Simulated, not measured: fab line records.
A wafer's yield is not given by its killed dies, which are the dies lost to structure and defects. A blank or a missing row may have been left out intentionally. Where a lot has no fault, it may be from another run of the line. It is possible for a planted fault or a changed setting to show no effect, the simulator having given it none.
Which tool is to blame? ; flow sky130 ; 13 lots with 39 wafers sampled at 2 steps, on a route of 708 steps

## WHAT EACH GAUGE READ, for each wafer
SKY_LI_CONTACT_BOW_MEAS_03.
lot;measured;on;LI_CONTACT_BOW (um)
L344;day 28 05:22;filmMetro-01;57 63 62
L345;day 28 11:17;filmMetro-04;55 56 55
L352;day 30 23:38;filmMetro-01;57 61 53
L355;day 31 17:29;filmMetro-01;58 51 48
L358;day 32 17:19;filmMetro-02;57 49 52
L359;day 32 22:34;filmMetro-01;59 56 54
L360;day 33 05:59;filmMetro-02;72 66 49
L361;day 33 17:34;filmMetro-01;57 48 57
L363;day 34 01:55;filmMetro-04;50 46 54
L364;day 34 10:29;filmMetro-01;62 66 54
L365;day 34 20:22;filmMetro-02;44 53 57
L366;day 35 02:16;filmMetro-01;47 53 65
L367;day 35 07:41;filmMetro-04;61 52 60

## EACH LOT AND THE TOOL THAT RAN IT (in order: tool; ch and the chambers of the sampled wafers; start)
lot;SKY_VT_ADJUST_HVTP_DEVELOP_06
L344;lithoTrack-03 ch 0, day 6 06:26
L345;lithoTrack-01 ch 0, day 6 12:58
L352;lithoTrack-04 ch 0, day 8 04:10
L355;lithoTrack-04 ch 0, day 8 21:39
L358;lithoTrack-03 ch 0, day 9 17:53
L359;lithoTrack-01 ch 0, day 9 23:17
L360;lithoTrack-03 ch 0, day 10 04:29
L361;lithoTrack-01 ch 0, day 10 13:14
L363;lithoTrack-01 ch 0, day 10 21:38
L364;lithoTrack-01 ch 0, day 11 06:40
L365;lithoTrack-01 ch 0, day 11 14:02
L366;lithoTrack-01 ch 0, day 11 20:21
L367;lithoTrack-01 ch 0, day 11 22:38
- SKY_VT_ADJUST_HVTP_DEVELOP_06: develop time 60 s.

## AS READ BY THE TOOLS THEMSELVES (means over the sampled wafers that have a number; for cases with no such wafer, the mark the record gives instead)
SKY_VT_ADJUST_HVTP_DEVELOP_06.
lot;tool;chillPlateTempC (C);developerTempC (C)
L344;lithoTrack-03;23.04;23.09
L345;lithoTrack-01;22.80;22.91
L352;lithoTrack-04;22.96;25.28
L355;lithoTrack-04;22.86;25.36
L358;lithoTrack-03;23.09;23.01
L359;lithoTrack-01;23.03;22.90
L360;lithoTrack-03;22.97;22.95
L361;lithoTrack-01;22.98;23.01
L363;lithoTrack-01;22.96;22.88
L364;lithoTrack-01;22.96;23.04
L365;lithoTrack-01;22.99;22.96
L366;lithoTrack-01;22.96;22.97
L367;lithoTrack-01;22.95;23.09

## THE ANSWER, worked out from the rows above alone
Rule: what is usual is taken from the lots themselves. Put in order of their means at a reading, lots are off if they are a third of the lots or fewer, leave a main group of 4 or more, and stand apart from it by a gap of 3 or more times the standard deviation of the main group's means; of several such gaps the widest counts. Not used: any main group whose means are identical at the precision the tables above print for the reading. Also off: a lot with no number at a reading for which 4 or more lots have one. All remaining lots with rows at the step are treated as sound. First the gauges in route order, then the tools' own readings, where a lot's mean is used as printed above. At the first step where some lot is off, the reading lying furthest off is the one used; lots without a number count as furthest.
Off at SKY_VT_ADJUST_HVTP_DEVELOP_06 (developerTempC): L352, L355. The main group: mean 22.98 C, standard deviation 0.069.
If a tool, at that step or one of the process steps before it, ran each lot that is off and ran no sound lot following the first of them, it fits. One fits: SKY_VT_ADJUST_HVTP_DEVELOP_06 on lithoTrack-04. It ran no sound lot before its first lot that is off in this sample, so the start can't be narrowed down.
The tool's own readings at SKY_VT_ADJUST_HVTP_DEVELOP_06 bear it out: on the lots that are off they differ by more than 5 times the standard deviation of the sound lots' means. developerTempC reads 25.32 C there against 22.98 C on the sound lots.

## WHAT THE SIMULATOR HAD INSERTED
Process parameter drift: lithoTrack-04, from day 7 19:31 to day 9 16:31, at SKY_VT_ADJUST_HVTP_DEVELOP_06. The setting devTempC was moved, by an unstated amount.
Shown lots that were struck: L352, L355. The rule above reached the same finding.
